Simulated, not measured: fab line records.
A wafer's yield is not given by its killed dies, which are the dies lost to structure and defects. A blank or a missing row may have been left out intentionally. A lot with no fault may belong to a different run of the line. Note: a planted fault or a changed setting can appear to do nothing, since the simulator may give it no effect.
Matching of chambers -- flow gf180mcu -- pecvd-03 running GF_V4_CVD_02: 3 sister chambers
The step deposits SiO2 from TEOS, target thk 850 nm, time 94.851 s. 6 wafers are shown with their chamber, then 7 later ones without.

== EACH WAFER AND ITS CHAMBER ==
wafer,chamber,heater power w (W)
L876.5,2,755
L885.4,1,430
L885.5,2,720
L885.6,0,493
L890.3,1,456
L890.5,0,494

== WAFERS MISSING THEIR CHAMBER ==
wafer,heater power w (W)
L890.6,780
L891.3,381
L891.5,600
L891.6,462
L893.2,689
L893.4,712
L893.6,483

== CHAMBER TAKEN BY EACH ==
wafer,from the rows above,in truth
L890.6,2,2
L891.3,1,1
L891.5,can't be placed: 0 or 2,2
L891.6,can't be placed: 1 or 0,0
L893.2,2,2
L893.4,2,2
L893.6,can't be placed: 0 or 1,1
Placed correctly: 4 of 7. These rows do not allow placing 3 (true chamber among the candidates in 3). 0 placed wrongly.
How it was worked out, from the rows above alone: a wafer's distance from a chamber is the root of the sum, over the readings, of the square of ((its reading less the chamber's mean) divided by the reading's scatter). If the next closest chamber is less than 2 further off than the closest, the wafer can't be placed; otherwise it belongs to the closest. For every chamber, the mean is computed from those of its wafers that are shown. How the scatter is found: for the shown wafers, subtract from each reading the mean of its chamber, square and add these, divide the total by (wafers less chambers), then take the root.
